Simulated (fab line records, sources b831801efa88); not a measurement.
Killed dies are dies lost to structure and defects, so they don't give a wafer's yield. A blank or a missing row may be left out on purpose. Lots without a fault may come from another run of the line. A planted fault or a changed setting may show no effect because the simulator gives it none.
Tool commonality check | flow sky130 | 13 lots, 39 wafers sampled

WHY IT WAS OPENED
At SKY_NWELL_TW_MEAS_15 the reading NWELL_TW is flagged on 1 of 13 lots. Wafers without a fault read 1817, standard deviation 10.
Rule: a lot is flagged when every wafer of it that has a number lies more than 4 standard deviations from that mean, or none has a number. The other lots count as sound.

lot  | measured     | on            | NWELL_TW, wafer by wafer | flag
L613 | day 4 15:09  | film_metro-01 | 1819 1824 1822           |
L615 | day 5 01:46  | film_metro-01 | 1811 1813 1817           |
L616 | day 5 09:31  | film_metro-01 | 1808 1810 1795           |
L619 | day 6 03:01  | film_metro-02 | 30 30 30                 | FLAGGED
L621 | day 6 09:28  | film_metro-03 | 1808 1814 1816           |
L622 | day 6 23:00  | film_metro-01 | 1825 1815 1807           |
L628 | day 8 12:22  | film_metro-03 | 1800 1805 1812           |
L629 | day 8 13:13  | film_metro-02 | 1840 1828 1818           |
L630 | day 8 17:57  | film_metro-03 | 1804 1802 1804           |
L632 | day 9 06:15  | film_metro-02 | 1825 1833 1827           |
L633 | day 9 13:05  | film_metro-03 | 1801 1811 1812           |
L634 | day 9 19:43  | film_metro-02 | 1844 1834 1826           |
L636 | day 10 03:43 | film_metro-02 | 1812 1803 1817           |
The numbers of the flagged lots are 30 on average: -1787 against the usual, or -99 or more standard deviations.

WHICH TOOL RAN EACH LOT
The record holds 1 process step before the reading, out of a route of 708 steps. In each cell: the tool, then ch and the chambers that the sampled wafers went through, then the start.
lot  | flag    | SKY_NWELL_EXPOSE_07
L613 |         | iline_stepper-02 ch 0, day 4 06:16
L615 |         | iline_stepper-01 ch 0, day 4 16:14
L616 |         | iline_stepper-01 ch 0, day 5 00:47
L619 | FLAGGED | iline_stepper-02 ch 0, day 5 17:55
L621 |         | iline_stepper-02 ch 0, day 5 23:44
L622 |         | iline_stepper-01 ch 0, day 6 12:40
L628 |         | iline_stepper-01 ch 0, day 8 01:17
L629 |         | iline_stepper-02 ch 0, day 8 02:08
L630 |         | iline_stepper-02 ch 0, day 8 08:11
L632 |         | iline_stepper-02 ch 0, day 8 20:29
L633 |         | iline_stepper-02 ch 0, day 9 01:14
L634 |         | iline_stepper-01 ch 0, day 9 07:27
L636 |         | iline_stepper-01 ch 0, day 9 16:05
What these steps do:
- SKY_NWELL_EXPOSE_07: exposes mask NWM, target cd 840 nm.
- SKY_NWELL_TW_MEAS_15

FLAGGED OVER TOTAL, TOOL BY TOOL (the gauges that took the reading come last)
step                 | tool             | lots run | flagged | share of the flagged lots | sound lots run after its first flagged lot
SKY_NWELL_EXPOSE_07  | iline_stepper-01 | 6        | 0       | none                      | -
SKY_NWELL_EXPOSE_07  | iline_stepper-02 | 7        | 1       | all                       | 5 (L621,L629,L630,L632,L633)
SKY_NWELL_TW_MEAS_15 | film_metro-01    | 4        | 0       | none                      | -
SKY_NWELL_TW_MEAS_15 | film_metro-02    | 5        | 1       | all                       | 4 (L629,L632,L634,L636)
SKY_NWELL_TW_MEAS_15 | film_metro-03    | 4        | 0       | none                      | -

WHAT THE TABLE ALLOWS
2 rows of the table ran every flagged lot: iline_stepper-02 at SKY_NWELL_EXPOSE_07, film_metro-02 at SKY_NWELL_TW_MEAS_15.
- iline_stepper-02 at SKY_NWELL_EXPOSE_07: 1 of its 7 lots flagged. Sound lots ran on it after the first flagged one (L621, L629, L630, L632, L633), which a lasting fault on the whole tool wouldn't allow.
- film_metro-02 at SKY_NWELL_TW_MEAS_15: 1 of its 5 lots flagged. Sound lots ran on it after the first flagged one (L629, L632, L634, L636), which a lasting fault on the whole tool wouldn't allow.
No row of the table ran every flagged lot and no sound lot after the first.

WHAT THE SIMULATOR HAD PUT IN
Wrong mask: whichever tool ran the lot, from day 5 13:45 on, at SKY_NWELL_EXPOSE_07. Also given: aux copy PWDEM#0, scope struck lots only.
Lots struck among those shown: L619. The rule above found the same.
